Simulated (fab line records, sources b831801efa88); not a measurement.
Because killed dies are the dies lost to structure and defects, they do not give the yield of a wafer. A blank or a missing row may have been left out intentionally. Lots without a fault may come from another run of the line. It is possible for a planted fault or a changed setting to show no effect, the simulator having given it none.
Which tool was responsible? | flow gf180mcu | Sampling: 15 lots, 45 wafers, 2 of 602 route steps

## WHAT THE GAUGES READ, wafer by wafer
GF_M3_CD_MEAS_14: target cd 280 nm. Usual: cd-nm reads 279.9 nm (standard deviation 1).
lot  | measured     | on        | cd-nm (nm)        | flag
L448 | day 21 11:09 | cd-sem-01 | 278.4 279.2 278.9 |
L450 | day 22 18:41 | cd-sem-01 | 281.3 280.0 281.2 |
L451 | day 22 21:19 | cd-sem-02 | 278.7 279.1 278.9 |
L453 | day 23 17:06 | cd-sem-01 | 279.4 280.5 279.3 |
L452 | day 23 20:14 | cd-sem-01 | 280.9 281.7 280.4 |
L455 | day 24 04:52 | cd-sem-01 | 279.6 281.1 279.9 |
L454 | day 24 05:48 | cd-sem-02 | 279.7 279.8 280.5 |
L456 | day 24 11:46 | cd-sem-01 | 280.5 280.8 281.8 |
L457 | day 25 02:39 | cd-sem-02 | 279.9 281.3 280.1 |
L458 | day 25 05:33 | cd-sem-02 | 280.9 279.4 280.2 |
L464 | day 27 01:50 | cd-sem-01 | 280.8 280.5 280.5 |
L466 | day 27 16:06 | cd-sem-01 | 279.1 279.3 280.2 |
L467 | day 27 21:28 | cd-sem-02 | 278.3 279.0 278.6 |
L468 | day 28 07:08 | cd-sem-01 | 277.9 278.2 278.4 |
L469 | day 28 15:08 | cd-sem-01 | 278.8 279.5 280.0 |

GF_V3_BOW_MEAS_05. Usual: for V3_BOW the level is 116 um and the standard deviation is 7.2.
lot  | measured     | on            | V3_BOW (um) | flag
L448 | day 21 14:17 | film-metro-02 | 117 120 104 |
L450 | day 22 20:15 | film-metro-04 | 122 115 126 |
L451 | day 22 22:42 | film-metro-04 | 126 120 126 |
L453 | day 23 18:32 | film-metro-04 | 119 106 124 |
L452 | day 23 21:37 | film-metro-04 | 128 122 102 |
L455 | day 24 06:14 | film-metro-04 | 125 114 111 |
L454 | day 24 07:11 | film-metro-04 | 114 96 112  |
L456 | day 24 13:11 | film-metro-01 | 119 115 116 |
L457 | day 25 04:06 | film-metro-04 | 115 107 121 |
L458 | day 25 06:56 | film-metro-04 | 119 112 119 |
L464 | day 27 03:17 | film-metro-01 | 117 127 118 |
L466 | day 27 17:39 | film-metro-04 | 128 122 124 |
L467 | day 27 22:53 | film-metro-01 | 112 111 111 |
L468 | day 28 08:35 | film-metro-04 | 120 129 105 |
L469 | day 28 16:35 | film-metro-01 | 103 114 101 |

## WHICH TOOL RAN EACH LOT (tool, then ch and the chambers of the sampled wafers, then the start)
Before these readings, the record contains no process step.

## AS READ BY THE TOOLS THEMSELVES (means over the sampled wafers that have a number; for cases with no such wafer, the mark the record gives instead)
The record holds no such reading with a usual standard deviation.

## THE ANSWER, worked out from the rows above alone
Rule: a lot is off if the mean of its wafers that have a number lies more than 3 standard deviations from the usual mean. Also off: a lot with no number at a reading for which 4 or more lots have one. Any other lot the step has rows for is counted as sound. First the gauges in route order, then the tools' own readings, where a lot's mean is used as printed above. At the first step where some lot is off, the reading lying furthest off is the one used; lots without a number count as furthest.
Nothing can be told from this: no lot is off at any reading shown.

## WHAT WAS PUT IN BY THE SIMULATOR
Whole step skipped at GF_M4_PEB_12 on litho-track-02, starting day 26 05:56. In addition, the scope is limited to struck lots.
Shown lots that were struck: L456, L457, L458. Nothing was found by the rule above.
